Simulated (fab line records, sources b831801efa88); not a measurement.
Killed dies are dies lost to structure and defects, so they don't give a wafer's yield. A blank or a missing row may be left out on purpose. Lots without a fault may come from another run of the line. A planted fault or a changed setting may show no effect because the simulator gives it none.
Chamber matching | flow sfq_line | SFQ_TRILAYER_I6_DEP_PECVD_165 on pecvd-01: 3 sister chambers
The step deposits SiO2 from SiH4/N2O, time 111.11 s, target thk 500 nm. 6 wafers are shown with their chamber, then 7 later ones without.

WAFERS WITH THEIR CHAMBER
wafer  | chamber | throttle_valve_pct (%) | heater_power_w (W)
L863.4 | 0       | 22.5                   | 112
L866.2 | 0       | 22.7                   | 111
L866.6 | 1       | 24.1                   | 90
L867.1 | 1       | 24.0                   | 73
L871.2 | 2       | 23.8                   | 76
L871.4 | 2       | 23.8                   | 82

WAFERS WITHOUT THEIR CHAMBER
wafer  | throttle_valve_pct (%) | heater_power_w (W)
L871.5 | 24.2                   | 88
L873.1 | 24.2                   | 88
L873.5 | 23.6                   | 85
L873.6 | 24.1                   | 90
L876.1 | 23.9                   | 82
L876.3 | 22.5                   | 112
L876.5 | 24.4                   | 82

WHICH CHAMBER EACH WENT THROUGH
wafer  | from the rows above     | in truth
L871.5 | 1                       | 1
L873.1 | 1                       | 1
L873.5 | 2                       | 2
L873.6 | 1                       | 1
L876.1 | can't be placed: 2 or 1 | 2
L876.3 | 0                       | 0
L876.5 | 1                       | 1
Placed correctly: 6 of 7. Can't be placed from these rows: 1 (the true chamber is among the candidates in 1). Placed wrongly: 0.
How it was worked out, from the rows above alone: a wafer's distance from a chamber is the root of the sum, over the readings, of the square of ((its reading less the chamber's mean) divided by the reading's scatter). The wafer belongs to the nearest chamber; if the next one is less than 2 further off, it can't be placed. A chamber's mean is the mean of its shown wafers. The scatter: the root of (the sum of the squares of (reading less its chamber's mean) over the shown wafers, divided by (wafers less chambers)).
